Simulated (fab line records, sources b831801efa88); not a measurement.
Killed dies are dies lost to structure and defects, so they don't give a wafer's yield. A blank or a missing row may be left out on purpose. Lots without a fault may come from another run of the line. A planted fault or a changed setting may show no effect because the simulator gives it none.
Chamber matching | flow sky130 | SKY_VIA3_ETCH_14 on rie_diel-02: 4 sister chambers
The step etches BARC in N2/H2, stops on SiO2, time 45.9 s, target depth 60 nm. 8 wafers are shown with their chamber, then 8 later ones without.

WAFERS WITH THEIR CHAMBER
wafer  | chamber | drypump_motor_current_A (A) | oes_product_au (a.u.)
L076.2 | 0       | 6.0                         | 0.855
L083.1 | 0       | 6.0                         | 0.857
L083.5 | 1       | 5.5                         | 0.859
L085.4 | 3       | 6.2                         | 0.860
L086.4 | 2       | 6.6                         | 0.856
L086.5 | 3       | 6.2                         | 0.857
L086.6 | 1       | 5.5                         | 0.850
L087.2 | 2       | 6.7                         | 0.863

WAFERS WITHOUT THEIR CHAMBER
wafer  | drypump_motor_current_A (A) | oes_product_au (a.u.)
L087.5 | 5.4                         | 0.856
L087.6 | 6.0                         | 0.859
L090.2 | 6.6                         | 0.860
L090.3 | 6.2                         | 0.849
L090.5 | 6.2                         | 0.853
L094.2 | 6.3                         | 0.861
L094.3 | 6.7                         | 0.856
L094.6 | 6.0                         | 0.862

WHICH CHAMBER EACH WENT THROUGH
wafer  | from the rows above | in truth
L087.5 | 1                   | 1
L087.6 | 0                   | 0
L090.2 | 2                   | 2
L090.3 | 3                   | 3
L090.5 | 3                   | 3
L094.2 | 3                   | 3
L094.3 | 2                   | 2
L094.6 | 0                   | 0
Placed correctly: 8 of 8. Can't be placed from these rows: 0. Placed wrongly: 0.
How it was worked out, from the rows above alone: a wafer's distance from a chamber is the root of the sum, over the readings, of the square of ((its reading less the chamber's mean) divided by the reading's scatter). The wafer belongs to the nearest chamber; if the next one is less than 2 further off, it can't be placed. A chamber's mean is the mean of its shown wafers. The scatter: the root of (the sum of the squares of (reading less its chamber's mean) over the shown wafers, divided by (wafers less chambers)).
